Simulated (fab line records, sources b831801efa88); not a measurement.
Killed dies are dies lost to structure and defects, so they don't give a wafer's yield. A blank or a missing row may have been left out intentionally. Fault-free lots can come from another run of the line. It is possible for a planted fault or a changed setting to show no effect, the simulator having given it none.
8D (eight disciplines) problem report, filled in by code :: flow gf180mcu :: the parts of the form that need people (team, actions taken, sign-off) are left out

1. PROBLEM STATEMENT
Across 3 wafers from 3 lots, SAB_CVD_00_THK at GF_SAB_THK_MEAS_01 averages 66.1 nm, while fault-free wafers read 49.6 nm with a standard deviation of 0.67. That is +25 standard deviations from the usual mean.
Seen first at day 18 15:25 on filmMetro-02, wafer L274.4. At this step, 40 wafers from 14 lots have a number in the record. By rule, "out" or "out of limits" means more than 4 standard deviations away from the usual mean. The rest of the wafers with a number are treated as sound.

2. WHAT IT IS, AND WHAT IT ISN'T
question: which readings at this step
is: SAB_CVD_00_THK
is not: -

question: which lots
is: L274, L275, L276
is not: L262, L263, L265, L266, L277, L278, L280, L281, L283, L284, L285

question: which wafers of those lots
is: L274.4, L275.4, L276.5
is not: L274.1, L274.2, L275.1, L276.3

question: read on which gauges
is: filmMetro-01, filmMetro-02
is not: filmMetro-03

question: when
is: from day 18 15:25
is not: up to then (14 sound wafers); but 23 sound wafers of L275, L276, L277, L278, L280, L281, L283, L284, L285 came after

3. SUSPECTS, AND WHAT RULES EACH OUT
Counting: if a tool at a process step up to the reading ran every lot that is out, it stays a suspect. Sound lots after the first of them don't rule it out here, since some wafers of a struck lot are sound.
- the gauge at GF_SAB_THK_MEAS_01 is ruled out. 2 gauges (filmMetro-01, filmMetro-02) read the wafers that are out.
- pecvd-01 at GF_SAB_CVD_00 (deposits SiO2 from TEOS, target thk 50 nm, time 4.9302 s): kept. Every lot that is out went through it, the first being L274 (day 18 15:23); the last sound lot it ran before that was L262 (day 14 05:47).
After counting, what remains is pecvd-01 at GF_SAB_CVD_00.

4. THE CAUSE (what the simulator had put in)
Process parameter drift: pecvd-01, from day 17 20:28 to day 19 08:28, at GF_SAB_CVD_00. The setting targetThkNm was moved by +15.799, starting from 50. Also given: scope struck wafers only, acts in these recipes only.
This tool alone remained once counting was done.

5. SEQUENCE OF EFFECTS, ordered by route
One row per reading whose mean, taken over the struck wafers that have a number, lies over 3 standard deviations from the usual. Only readings for which the record gives a usual standard deviation are gone through. hours: the time from each lot's start at the first step in this table that gives one to its start at this step, as a median over the lots. sigmas: the change in usual standard deviations.
hours: 0
step: GF_SAB_THK_MEAS_01
reading: SAB_CVD_00_THK
usual: 49.6 nm
on struck wafers: 66.1
change: +16.5
sigmas: +25

6. WHAT WOULD HAVE CAUGHT IT SOONER
In this record the first reading out of limits at a measuring or inspecting step was taken at day 18 15:25, 19 hours after the fault began at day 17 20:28.
No tool reading at GF_SAB_CVD_00 that has a usual standard deviation in the record was out on any struck wafer, so an alarm limit of 4 standard deviations on those readings would not have fired.
L275, L276, from the lots that are out (3), started GF_SAB_CVD_00 on pecvd-01 later than day 18 15:25. A hold on the tool at that time would have spared those 2.
